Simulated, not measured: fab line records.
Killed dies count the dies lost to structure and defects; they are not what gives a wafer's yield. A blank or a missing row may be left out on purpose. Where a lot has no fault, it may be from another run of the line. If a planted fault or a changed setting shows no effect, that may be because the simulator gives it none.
A single fault, viewed from 2 desks ; flow gf180mcu ; what lay behind the numbers comes last; until then each desk has only its own

== FOR THE TOOL OWNER'S DESK: rtp-anneal-02 ==
At GF_PSD_RTA_13 (time 20 s), the tool's own readings, given per lot that ran on this tool as the mean of the sampled wafers with a number. Marked OUT: a lot whose mean sits more than 4 standard deviations from the usual mean, which makes it out of limits; the brackets give that distance.
Columns: A = anneal-temp-c-max at GF_PSD_RTA_13, usual 1030.0; B = lamp-power-pct at GF_PSD_RTA_13, usual 32.4 %; C = run-length-s at GF_PSD_RTA_13, usual 48.87 s; D = wafer_temp_C_max at GF_PSD_RTA_13, usual 1030
lot;first seen here;A;B;C;D
L102;day 14 04:11;1034.6;31.2;48.68;1033
L110;day 17 01:44;1032.2;31.3;85.74 (+99 or more) OUT;1034
L111;day 17 06:26;1034.6;31.2;85.86 (+99 or more) OUT;1034
L113;day 18 02:44;1033.0;31.2;85.76 (+99 or more) OUT;1034
L120;day 20 23:40;1031.7;31.3;48.66;1033
L121;day 21 03:23;1032.2;31.3;48.57;1033
L122;day 21 06:59;1031.6;31.2;48.78;1034
L123;day 21 11:50;1032.1;31.3;48.58;1033
Finding of this desk: L110, L111, L113 out of limits; the first was L110 at day 17 01:44, on run-length-s at GF_PSD_RTA_13. L102, L120, L121, L122, L123: within limits.

== AT THE METROLOGY DESK ==
Lot by lot, what the gauges showed, no matter which tool ran the lot: averages of those sampled wafers that carry a number. Marked OUT: a lot whose mean sits more than 4 standard deviations from the usual mean, which makes it out of limits; the brackets give that distance.
Columns: A = HV_LDD_TW at GF_HV_LDD_TW_MEAS_11, usual 2390; B = cd-nm at GF_PSD_CD_MEAS_07, usual 401.1 nm; C = NSD_RS at GF_PSD_RS_MEAS_14, usual 46.15 ohm/sq; D = PSD_RS at GF_PSD_RS_MEAS_15, usual 108.63 ohm/sq
lot;first seen here;A;B;C;D
L102;day 10 00:46;2415;399.6;46.26;108.69
L104;day 10 15:34;2420;402.7;46.21;108.86
L106;day 11 05:28;2408;399.7;46.10;108.40
L109;day 12 02:41;2419;402.7;46.11;108.38
L110;day 12 09:41;2405;401.0;40.41 (-59) OUT;98.47 (-34) OUT
L111;day 12 15:34;2425;400.2;40.15 (-62) OUT;97.58 (-37) OUT
L113;day 13 07:43;2359;399.5;40.21 (-61) OUT;98.21 (-35) OUT
L117;day 14 18:19;2351;401.3;46.11;108.72
L119;day 15 06:16;2369;399.9;46.11;108.44
L120;day 15 17:20;2398;404.7;46.21;108.69
L121;day 16 00:52;2407;399.5;46.11;108.71
L122;day 16 05:01;2370;400.9;46.22;108.55
L123;day 16 11:37;2414;400.9;46.11;108.68
Finding of this desk: L110, L111, L113 out of limits, first seen on L110 at day 17 01:49 (NSD_RS at GF_PSD_RS_MEAS_14). L102, L104, L106, L109, L117, L119, L120, L121, L122, L123: within limits.

== PUT TOGETHER ==
On L110, L111, L113, at day 17 01:44, an alarm was possible from the tool owner's desk.
L110, L111, L113 would have let the metrology desk raise an alarm at day 17 01:49.
Every lot named ran GF_PSD_RTA_13 on rtp-anneal-02.

== WHAT THE SIMULATOR PUT IN ==
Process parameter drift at GF_PSD_RTA_13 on rtp-anneal-02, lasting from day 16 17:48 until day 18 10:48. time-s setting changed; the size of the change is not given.
Shown lots that were struck: L110, L111, L113.
Delay (hours) between the fault's onset and each desk's first out-of-limits reading: 8 at the tool owner's desk, 8 at the metrology desk.
